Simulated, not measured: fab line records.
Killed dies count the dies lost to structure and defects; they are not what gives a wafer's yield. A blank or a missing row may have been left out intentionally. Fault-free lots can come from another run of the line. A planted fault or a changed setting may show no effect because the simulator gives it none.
Which tool was responsible? ; flow gf180mcu ; 24 lots, 72 wafers sampled, at 6 steps of a route of 602

WHAT EACH GAUGE READ, for each wafer
No reading from a measuring or inspecting step in the record can be judged against a usual standard deviation.

WHICH TOOL RAN EACH LOT (tool, then ch and the chambers of the sampled wafers, then the start)
lot;GF_M3_SPUTTER_04;GF_V3_CMP_26;GF_MIM_SPUTTER_02;GF_MIM_SPUTTER_08;GF_V5_CVD_02;GF_PASSIVATION_CVD_00
L074;pvd_sputter-04, day 20 07:02;cmp-02 ch 0,1,2, day 22 09:29;pvd_sputter-04, day 24 09:58;pvd_sputter-03, day 24 10:12;pecvd-02 ch 0,2, day 26 06:04;pecvd-04 ch 0,1, day 28 01:02
L075;pvd_sputter-04, day 20 15:22;cmp-01 ch 0,1, day 22 17:18;pvd_sputter-04, day 24 17:07;pvd_sputter-02, day 24 17:21;pecvd-01 ch 1,2, day 26 12:55;pecvd-02 ch 1,2, day 28 08:31
L076;pvd_sputter-03, day 21 03:21;cmp-01 ch 0,1,2, day 23 05:50;pvd_sputter-04, day 25 05:11;pvd_sputter-02, day 25 05:25;pecvd-01 ch 0,1,2, day 27 01:17;pecvd-03 ch 0,2, day 28 20:47
L077;pvd_sputter-02, day 21 08:58;cmp-01 ch 0,1,2, day 23 09:51;pvd_sputter-04, day 25 09:17;pvd_sputter-02, day 25 09:31;pecvd-01 ch 0,2, day 27 04:51;pecvd-03 ch 0,2, day 28 22:59
L078;pvd_sputter-03, day 21 22:19;cmp-02 ch 1,3, day 23 22:53;pvd_sputter-02, day 25 20:43;pvd_sputter-03, day 25 20:57;pecvd-01 ch 0,1, day 27 15:31;pecvd-04 ch 0,2, day 29 08:15
L079;pvd_sputter-03, day 22 08:41;cmp-01 ch 1,2, day 24 08:17;pvd_sputter-03, day 26 07:10;pvd_sputter-02, day 26 07:23;pecvd-01 ch 1,2, day 28 00:39;pecvd-03 ch 0,2, day 29 18:08
L080;pvd_sputter-02, day 22 12:58;cmp-01 ch 1,2,3, day 24 12:51;pvd_sputter-03, day 26 10:56;pvd_sputter-04, day 26 11:10;pecvd-02 ch 0,1,2, day 28 04:22;pecvd-03 ch 0,1,2, day 29 21:18
L081;pvd_sputter-03, day 22 23:13;cmp-01 ch 0,1,3, day 24 21:11;pvd_sputter-03, day 26 18:09;pvd_sputter-04, day 26 18:23;pecvd-03 ch 0,2, day 28 12:33;pecvd-03 ch 0,1, day 30 05:28
L082;pvd_sputter-03, day 23 11:25;cmp-02 ch 1,2,3, day 25 10:15;pvd_sputter-02, day 27 08:16;pvd_sputter-04, day 27 08:30;pecvd-01 ch 0,2, day 29 00:33;pecvd-04 ch 0,1, day 30 17:18
L083;pvd_sputter-04, day 23 20:11;cmp-02 ch 1,3, day 25 18:52;pvd_sputter-04, day 27 14:59;pvd_sputter-02, day 27 15:13;pecvd-02 ch 0,1, day 29 07:54;pecvd-03 ch 1,2, day 30 23:46
L084;pvd_sputter-04, day 24 01:41;cmp-01 ch 0,1, day 25 23:26;pvd_sputter-02, day 27 19:40;pvd_sputter-04, day 27 19:53;pecvd-02 ch 0,1,2, day 29 11:52;pecvd-03 ch 1,2, day 31 03:18
L085;pvd_sputter-04, day 24 11:20;cmp-01 ch 2,3, day 26 09:14;pvd_sputter-04, day 28 04:43;pvd_sputter-02, day 28 04:56;pecvd-02 ch 0,2, day 29 20:19;pecvd-02 ch 0,1, day 31 10:58
L086;pvd_sputter-02, day 24 19:37;cmp-01 ch 0,1,3, day 26 16:00;pvd_sputter-03, day 28 10:52;pvd_sputter-04, day 28 11:07;pecvd-01 ch 0,1,2, day 30 03:14;pecvd-03 ch 0,1,2, day 31 18:10
L087;pvd_sputter-03, day 25 02:43;cmp-01 ch 0,1,3, day 26 22:27;pvd_sputter-04, day 28 17:13;pvd_sputter-02, day 28 17:27;pecvd-02 ch 0,2, day 30 08:40;pecvd-03 ch 0,1, day 31 22:51
L089;pvd_sputter-03, day 25 12:08;cmp-01 ch 1,2, day 27 08:11;pvd_sputter-03, day 29 02:37;pvd_sputter-02, day 29 02:52;pecvd-01 ch 0,1,2, day 30 16:31;pecvd-03 ch 0,2, day 32 05:26
L088;pvd_sputter-02, day 25 18:20;cmp-01 ch 2,3, day 27 13:58;pvd_sputter-03, day 29 08:04;pvd_sputter-04, day 29 08:18;pecvd-01 ch 0,1, day 30 22:21;pecvd-03 ch 1,2, day 32 13:50
L090;pvd_sputter-04, day 25 23:43;cmp-02 ch 0,1, day 27 18:50;pvd_sputter-04, day 29 12:58;pvd_sputter-02, day 29 13:11;pecvd-01 ch 0,2, day 31 02:36;pecvd-04 ch 0,1, day 32 17:27
L091;pvd_sputter-03, day 26 11:47;cmp-02 ch 0,1,3, day 28 06:04;pvd_sputter-03, day 30 00:04;pvd_sputter-02, day 30 00:18;pecvd-01 ch 0,2, day 31 13:32;pecvd-04 ch 1,2, day 33 00:23
L092;pvd_sputter-03, day 26 19:23;cmp-02 ch 0,1,3, day 28 14:13;pvd_sputter-02, day 30 06:43;pvd_sputter-03, day 30 06:56;pecvd-01 ch 0,2, day 31 19:08;pecvd-04 ch 0,2, day 33 08:37
L093;pvd_sputter-03, day 26 20:20;cmp-01 ch 0,2, day 28 14:26;pvd_sputter-04, day 30 07:42;pvd_sputter-02, day 30 07:56;pecvd-02 ch 0,1,2, day 31 19:58;pecvd-04 ch 0,2, day 33 08:59
L094;pvd_sputter-03, day 27 06:01;cmp-02 ch 1,2, day 28 23:43;pvd_sputter-02, day 30 16:47;pvd_sputter-04, day 30 17:01;pecvd-02 ch 0,1,2, day 32 03:32;pecvd-02 ch 0,2, day 33 14:47
L095;pvd_sputter-02, day 27 10:22;cmp-01 ch 0,1, day 29 04:59;pvd_sputter-03, day 30 21:16;pvd_sputter-02, day 30 21:30;pecvd-01 ch 0,1, day 32 08:01;pecvd-03 ch 0,2, day 33 19:03
L097;pvd_sputter-02, day 27 21:22;cmp-01 ch 0,1,2, day 29 14:49;pvd_sputter-04, day 31 06:25;pvd_sputter-03, day 31 06:39;pecvd-03 ch 0,1,2, day 32 17:04;pecvd-02 ch 0,1, day 34 03:34
L096;pvd_sputter-02, day 28 00:25;cmp-01 ch 0,3, day 29 17:12;pvd_sputter-04, day 31 08:23;pvd_sputter-02, day 31 08:37;pecvd-02 ch 1,2, day 32 18:52;pecvd-02 ch 1,2, day 34 05:23
- GF_M3_SPUTTER_04: material TiN, target thk 50 nm, time 41.7 s.
- GF_V3_CMP_26: polishes, stops on SiO2, t overpolish 15 s, target thk 0 nm.
- GF_MIM_SPUTTER_02: material AlCu, target thk 450 nm, time 23.9 s.
- GF_MIM_SPUTTER_08: material AlCu, target thk 200 nm, time 10.6 s.
- GF_V5_CVD_02: deposits SiO2 from TEOS, target thk 1450 nm, time 163.28 s.
- GF_PASSIVATION_CVD_00: deposits SiO2 from TEOS, target thk 1000 nm, time 111.95 s.

AS READ BY THE TOOLS THEMSELVES (means over the sampled wafers that have a number; for cases with no such wafer, the mark the record gives instead)
GF_M3_SPUTTER_04.
lot;tool;throttle_valve_pct (%)
L074;pvd_sputter-04;30.3
L075;pvd_sputter-04;29.9
L076;pvd_sputter-03;30.3
L077;pvd_sputter-02;29.1
L078;pvd_sputter-03;29.4
L079;pvd_sputter-03;30.1
L080;pvd_sputter-02;29.3
L081;pvd_sputter-03;30.1
L082;pvd_sputter-03;30.1
L083;pvd_sputter-04;30.1
L084;pvd_sputter-04;30.1
L085;pvd_sputter-04;30.4
L086;pvd_sputter-02;29.7
L087;pvd_sputter-03;29.8
L089;pvd_sputter-03;30.2
L088;pvd_sputter-02;29.9
L090;pvd_sputter-04;30.2
L091;pvd_sputter-03;30.7
L092;pvd_sputter-03;29.9
L093;pvd_sputter-03;30.4
L094;pvd_sputter-03;30.0
L095;pvd_sputter-02;30.9
L097;pvd_sputter-02;29.5
L096;pvd_sputter-02;30.7

GF_V3_CMP_26.
lot;tool;head_pressure_psi (psi);motor_current_A (A);overpolish_run_s (s);time_to_endpoint_s (s)
L074;cmp-02;3.499;11.1;15.001;82
L075;cmp-01;3.494;9.8;14.997;90
L076;cmp-01;3.503;11.0;15.005;87
L077;cmp-01;3.498;10.8;15.003;91
L078;cmp-02;3.500;10.3;14.999;81
L079;cmp-01;3.503;11.5;15.000;88
L080;cmp-01;3.502;11.5;15.000;89
L081;cmp-01;3.510;10.9;15.004;91
L082;cmp-02;3.498;10.6;14.994;85
L083;cmp-02;3.501;10.2;15.007;87
L084;cmp-01;3.500;9.9;14.998;89
L085;cmp-01;3.496;12.7;14.995;86
L086;cmp-01;3.495;10.9;15.001;92
L087;cmp-01;3.498;11.0;15.005;87
L089;cmp-01;3.500;11.4;15.000;90
L088;cmp-01;3.488;12.6;15.000;93
L090;cmp-02;3.495;9.9;14.996;87
L091;cmp-02;3.497;9.9;14.989;86
L092;cmp-02;3.496;9.4;15.003;88
L093;cmp-01;3.501;10.8;15.011;92
L094;cmp-02;3.509;11.1;15.015;84
L095;cmp-01;3.496;9.7;15.002;89
L097;cmp-01;3.498;11.1;15.001;85
L096;cmp-01;3.492;11.6;15.002;92

GF_MIM_SPUTTER_02.
lot;tool;throttle_valve_pct (%)
L074;pvd_sputter-04;30.2
L075;pvd_sputter-04;30.1
L076;pvd_sputter-04;30.1
L077;pvd_sputter-04;30.1
L078;pvd_sputter-02;29.8
L079;pvd_sputter-03;29.7
L080;pvd_sputter-03;30.2
L081;pvd_sputter-03;30.3
L082;pvd_sputter-02;29.1
L083;pvd_sputter-04;30.2
L084;pvd_sputter-02;30.7
L085;pvd_sputter-04;30.4
L086;pvd_sputter-03;29.6
L087;pvd_sputter-04;30.1
L089;pvd_sputter-03;30.0
L088;pvd_sputter-03;29.5
L090;pvd_sputter-04;30.0
L091;pvd_sputter-03;30.1
L092;pvd_sputter-02;29.0
L093;pvd_sputter-04;30.1
L094;pvd_sputter-02;30.0
L095;pvd_sputter-03;30.2
L097;pvd_sputter-04;30.3
L096;pvd_sputter-04;30.2

GF_MIM_SPUTTER_08.
lot;tool;throttle_valve_pct (%)
L074;pvd_sputter-03;30.3
L075;pvd_sputter-02;30.0
L076;pvd_sputter-02;29.8
L077;pvd_sputter-02;29.3
L078;pvd_sputter-03;30.6
L079;pvd_sputter-02;29.8
L080;pvd_sputter-04;30.2
L081;pvd_sputter-04;30.2
L082;pvd_sputter-04;29.8
L083;pvd_sputter-02;29.0
L084;pvd_sputter-04;30.3
L085;pvd_sputter-02;29.7
L086;pvd_sputter-04;30.2
L087;pvd_sputter-02;30.0
L089;pvd_sputter-02;29.7
L088;pvd_sputter-04;30.3
L090;pvd_sputter-02;30.0
L091;pvd_sputter-02;29.5
L092;pvd_sputter-03;30.2
L093;pvd_sputter-02;30.3
L094;pvd_sputter-04;30.1
L095;pvd_sputter-02;29.7
L097;pvd_sputter-03;30.2
L096;pvd_sputter-02;30.1

GF_V5_CVD_02.
lot;tool;heater_power_w (W);susceptor_temp_C (C)
L074;pecvd-02;645;400.24
L075;pecvd-01;563;399.64
L076;pecvd-01;605;399.63
L077;pecvd-01;577;400.14
L078;pecvd-01;552;400.04
L079;pecvd-01;608;399.76
L080;pecvd-02;630;400.15
L081;pecvd-03;626;400.01
L082;pecvd-01;588;399.78
L083;pecvd-02;741;399.92
L084;pecvd-02;613;400.27
L085;pecvd-02;633;400.05
L086;pecvd-01;553;400.17
L087;pecvd-02;662;399.81
L089;pecvd-01;577;399.89
L088;pecvd-01;598;399.80
L090;pecvd-01;539;400.22
L091;pecvd-01;609;399.73
L092;pecvd-01;549;399.86
L093;pecvd-02;717;400.01
L094;pecvd-02;731;399.97
L095;pecvd-01;555;400.06
L097;pecvd-03;602;400.12
L096;pecvd-02;633;400.16

GF_PASSIVATION_CVD_00.
lot;tool;heater_power_w (W);susceptor_temp_C (C)
L074;pecvd-04;708;399.90
L075;pecvd-02;587;399.95
L076;pecvd-03;606;399.79
L077;pecvd-03;601;399.80
L078;pecvd-04;758;400.03
L079;pecvd-03;636;399.83
L080;pecvd-03;649;399.99
L081;pecvd-03;663;399.85
L082;pecvd-04;674;399.85
L083;pecvd-03;676;399.97
L084;pecvd-03;676;399.91
L085;pecvd-02;777;399.80
L086;pecvd-03;613;400.00
L087;pecvd-03;664;400.13
L089;pecvd-03;641;400.00
L088;pecvd-03;723;399.87
L090;pecvd-04;770;400.03
L091;pecvd-04;747;399.71
L092;pecvd-04;716;399.86
L093;pecvd-04;725;400.07
L094;pecvd-02;708;400.00
L095;pecvd-03;619;399.75
L097;pecvd-02;685;399.81
L096;pecvd-02;616;399.88

THE ANSWER, worked out from the rows above alone
Rule: the usual values come from the lots themselves. Put in order of their means at a reading, lots are off if they are a third of the lots or fewer, leave a main group of 4 or more, and stand apart from it by a gap of 3 or more times the standard deviation of the main group's means; of several such gaps the widest counts. A main group whose means are all the same, to the digits that the tables above print for the reading, isn't used. Also off: a lot with no number at a reading for which 4 or more lots have one. Any other lot the step has rows for is counted as sound. After the gauges, taken in route order, come the tools' own readings; for these a lot's mean is taken, as printed above. At the first step where some lot is off, the reading lying furthest off is the one used; lots without a number count as furthest.
No lot is off on any of the readings shown, so nothing can be concluded from this.

WHAT THE SIMULATOR HAD INSERTED
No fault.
